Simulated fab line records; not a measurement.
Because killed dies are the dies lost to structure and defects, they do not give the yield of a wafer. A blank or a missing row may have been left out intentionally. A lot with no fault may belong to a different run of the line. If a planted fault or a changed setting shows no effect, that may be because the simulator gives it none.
Code-filled problem report in 8D (eight disciplines) form	flow gf180mcu	the parts of the form that need people (team, actions taken, sign-off) are left out

== 1. WHAT WENT WRONG ==
Wafers without a fault read 542 s, standard deviation 3.5; run-length-s at GF_STI_WET_ETCH_17 reads a mean of 1030 s on 6 wafers belonging to 2 lots. So: +99 or more standard deviations from the usual mean.
The step: etches Si3N4 in H3PO4, target depth 45 nm, time 514 s.
First observed at day 4 15:40: wafer L740.3, on wet-bench-02. Wafers with a number at this step in the record: 18, from 6 lots. Rule for "out", or "out of limits": more than 4 standard deviations from the usual mean. All remaining wafers that have a number are taken as sound.

== 2. WHAT THIS IS AND IS NOT ==
question	is	is not
which readings at this step	run-length-s	bath-guard-temp-C
which lots	L740, L742	L730, L735, L745, L750
which wafers of those lots	all that have a number	-
read on which tools	wet-bench-02	wet-bench-04
when	from day 4 15:40	up to then (6 sound wafers); but 6 sound wafers of L745, L750 came after

== 3. SUSPECTS, AND WHAT RULES EACH OUT ==
Counting: a tool at a process step up to the reading stays a suspect if it ran every lot that is out and no sound lot after the first of them.
- plasma-asher-03 at GF_STI_STRIP_15 (strips in O2/N2): ruled out as a lasting fault. Sound lots L750 ran on it after its first lot that is out, L740 (day 4 15:35).
- wet-bench-02 at GF_STI_WET_ETCH_17 (etches Si3N4 in H3PO4, target depth 45 nm, time 514 s): kept. It processed each lot that is out, first L740 at day 4 15:40, and no sound lot thereafter; up to then, the last sound lot it processed was L735 at day 3 14:21. Its own run-length-s readings are out on those wafers.
After counting, what remains is wet-bench-02 at GF_STI_WET_ETCH_17.

== 4. THE CAUSE (what the simulator had put in) ==
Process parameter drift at GF_STI_WET_ETCH_17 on wet-bench-02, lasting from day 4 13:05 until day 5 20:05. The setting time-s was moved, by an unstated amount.
After counting, this tool was the only one left.

== 5. SEQUENCE OF EFFECTS, ordered by route ==
Each row: a reading where the mean over the struck wafers with a number is more than 3 standard deviations away from the usual. Scope: only readings with a usual standard deviation given in the record; hours: median across lots of the time from each lot's start at the first step in this table that gives one to its start at this step; sigmas: change in usual standard deviations.
hours	step	reading	usual	on struck wafers	change	sigmas
0	GF_STI_WET_ETCH_17	run-length-s	542 s	1030	+488	+99 or more
The process steps in it:
- GF_STI_WET_ETCH_17: etches Si3N4 in H3PO4, target depth 45 nm, time 514 s.
Later measuring or inspecting steps at which every struck wafer that the step has a row for has a number for every such reading, and none has moved that far: GF_STI_THK_MEAS_22, GF_STI_THK_MEAS_24.

== 6. HOW IT WOULD HAVE BEEN CAUGHT EARLIER ==
3 hours passed between the start of the fault at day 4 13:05 and the first reading out of limits in this record, taken at day 4 15:40.
